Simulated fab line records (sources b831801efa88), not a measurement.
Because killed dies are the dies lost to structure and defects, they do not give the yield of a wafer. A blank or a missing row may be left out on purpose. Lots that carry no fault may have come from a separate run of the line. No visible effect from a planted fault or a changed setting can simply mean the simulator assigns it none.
Which tool was responsible? + flow gf180mcu + 12 lots with 36 wafers sampled at 5 steps, on a route of 602 steps

## WHAT EACH GAUGE READ, for each wafer
GF_V1_THK_MEAS_01. Usual: V1_CVD_00_THK gives 598 nm (standard deviation 6.5).
| lot  | measured     | on            | V1_CVD_00_THK (nm) | flag |
|------|--------------|---------------|--------------------|------|
| L163 | day 16 19:03 | film metro-03 | 599 585 593        |      |
| L164 | day 17 05:38 | film metro-03 | 596 598 596        |      |
| L165 | day 17 18:35 | film metro-02 | 603 601 598        |      |
| L168 | day 19 04:13 | film metro-03 | 595 593 594        |      |
| L172 | day 20 11:50 | film metro-03 | 597 588 599        |      |
| L174 | day 21 10:05 | film metro-03 | 602 603 600        |      |
| L179 | day 22 21:59 | film metro-03 | 603 582 587        |      |
| L181 | day 23 23:49 | film metro-02 | 597 599 595        |      |
| L182 | day 24 05:26 | film metro-03 | 594 603 596        |      |
| L183 | day 24 05:39 | film metro-01 | 602 607 597        |      |
| L184 | day 24 18:23 | film metro-02 | 615 598 603        |      |
| L186 | day 25 09:41 | film metro-02 | 603 590 607        |      |

GF_M2_OVL_MEAS_15. Usual: M2_OVL gives 0 nm (standard deviation 4.9).
| lot  | measured     | on         | M2_OVL (nm) | flag |
|------|--------------|------------|-------------|------|
| L163 | day 18 19:29 | overlay-01 | -3 3 6      |      |
| L164 | day 19 07:10 | overlay-02 | 2 3 9       |      |
| L165 | day 19 19:53 | overlay-01 | 1 -2 -10    |      |
| L168 | day 21 07:01 | overlay-01 | -3 -9 -2    |      |
| L172 | day 22 13:20 | overlay-02 | 7 7 4       |      |
| L174 | day 23 12:11 | overlay-01 | 3 -6 2      |      |
| L179 | day 24 21:41 | overlay-02 | 9 11 -2     |      |
| L181 | day 26 01:25 | overlay-02 | -6 -4 -8    |      |
| L182 | day 26 03:32 | overlay-01 | -3 -1 -2    |      |
| L183 | day 26 04:47 | overlay-01 | 1 3 -5      |      |
| L184 | day 26 14:35 | overlay-02 | 3 -5 -1     |      |
| L186 | day 27 04:26 | overlay-01 | 6 5 3       |      |

GF_V2_CD_MEAS_14: the cd target is 260 nm. Usual: cd nm 260.5 nm, standard deviation 1.2.
| lot  | measured     | on        | cd nm (nm)        | flag |
|------|--------------|-----------|-------------------|------|
| L163 | day 19 20:49 | cd sem-02 | 260.0 259.9 260.1 |      |
| L164 | day 20 09:02 | cd sem-02 | 259.7 258.4 259.7 |      |
| L165 | day 20 21:11 | cd sem-02 | 258.2 258.0 259.1 |      |
| L168 | day 22 08:38 | cd sem-02 | 262.1 260.8 260.6 |      |
| L172 | day 23 13:51 | cd sem-01 | 266.1 266.6 266.7 | OFF  |
| L174 | day 24 12:35 | cd sem-02 | 266.6 265.8 265.4 | OFF  |
| L179 | day 26 00:22 | cd sem-02 | 260.9 259.7 261.0 |      |
| L181 | day 26 23:17 | cd sem-01 | 260.8 260.4 260.2 |      |
| L182 | day 27 01:16 | cd sem-01 | 259.4 258.3 259.8 |      |
| L183 | day 27 02:49 | cd sem-01 | 261.0 261.0 261.1 |      |
| L184 | day 27 12:11 | cd sem-02 | 260.3 259.8 259.0 |      |
| L186 | day 28 02:29 | cd sem-02 | 262.3 262.3 261.7 |      |

GF_V2_OVL_MEAS_15. Usual: V2_OVL gives -4 nm (standard deviation 4.4).
| lot  | measured     | on         | V2_OVL (nm) | flag |
|------|--------------|------------|-------------|------|
| L163 | day 19 20:56 | overlay-02 | -1 -6 0     |      |
| L164 | day 20 09:08 | overlay-01 | 1 2 2       |      |
| L165 | day 20 21:19 | overlay-01 | 2 0 -5      |      |
| L168 | day 22 08:46 | overlay-01 | 0 -2 -6     |      |
| L172 | day 23 13:56 | overlay-01 | -13 -6 -7   |      |
| L174 | day 24 12:41 | overlay-01 | 1 0 1       |      |
| L179 | day 26 00:28 | overlay-01 | 3 -5 -3     |      |
| L181 | day 26 23:23 | overlay-01 | -4 3 -1     |      |
| L182 | day 27 01:23 | overlay-02 | -2 -3 0     |      |
| L183 | day 27 02:55 | overlay-01 | -5 -9 -12   |      |
| L184 | day 27 12:17 | overlay-01 | -2 -1 -4    |      |
| L186 | day 28 02:37 | overlay-01 | -4 -7 -9    |      |

## WHICH TOOL RAN EACH LOT (tool, then ch and the chambers of the sampled wafers, then the start)
| lot  | GF_V2_COAT_09                     |
|------|-----------------------------------|
| L163 | litho track-04 ch 0, day 19 08:00 |
| L164 | litho track-04 ch 0, day 19 20:00 |
| L165 | litho track-02 ch 0, day 20 08:00 |
| L168 | litho track-02 ch 0, day 21 20:00 |
| L172 | litho track-01 ch 0, day 23 02:00 |
| L174 | litho track-01 ch 0, day 24 01:00 |
| L179 | litho track-04 ch 0, day 25 12:00 |
| L181 | litho track-04 ch 0, day 26 12:00 |
| L182 | litho track-01 ch 0, day 26 14:00 |
| L183 | litho track-04 ch 0, day 26 16:00 |
| L184 | litho track-02 ch 0, day 27 02:00 |
| L186 | litho track-04 ch 0, day 27 16:00 |
- GF_V2_COAT_09: resist thk 1000 nm.

## WHAT THE TOOLS THEMSELVES READ (means of the sampled wafers that have a number; where no wafer has one, the mark that the record gives instead)
GF_V2_COAT_09. Usual: chill plate temp C 23.00 C, standard deviation 0.091.
| lot  | tool           | chill plate temp C (C) | flag |
|------|----------------|------------------------|------|
| L163 | litho track-04 | 23.05                  |      |
| L164 | litho track-04 | 23.04                  |      |
| L165 | litho track-02 | 22.97                  |      |
| L168 | litho track-02 | 23.04                  |      |
| L172 | litho track-01 | 22.99                  |      |
| L174 | litho track-01 | 23.07                  |      |
| L179 | litho track-04 | 22.98                  |      |
| L181 | litho track-04 | 23.10                  |      |
| L182 | litho track-01 | 22.99                  |      |
| L183 | litho track-04 | 22.95                  |      |
| L184 | litho track-02 | 22.96                  |      |
| L186 | litho track-04 | 23.07                  |      |

## THE ANSWER, worked out from the rows above alone
Rule: take the mean of a lot's wafers that have a number; if it is more than 3 standard deviations from the usual mean, the lot is off. Also off: a lot with no number at a reading for which 4 or more lots have one. Any other lot the step has rows for is counted as sound. After the gauges, taken in route order, come the tools' own readings; for these a lot's mean is taken, as printed above. The first step at which some lot is off is used, and at that step the reading that is off furthest; a lot without a number counts as furthest.
Off: L172, L174 (GF_V2_CD_MEAS_14, cd nm).
A tool fits if, at a process step before that reading, it ran every lot that is off, and no sound lot after the first of them. Gauges at GF_V2_CD_MEAS_14: tried the same way as those tools. Not one of the candidates tried fits.

## WHAT THE SIMULATOR PUT IN
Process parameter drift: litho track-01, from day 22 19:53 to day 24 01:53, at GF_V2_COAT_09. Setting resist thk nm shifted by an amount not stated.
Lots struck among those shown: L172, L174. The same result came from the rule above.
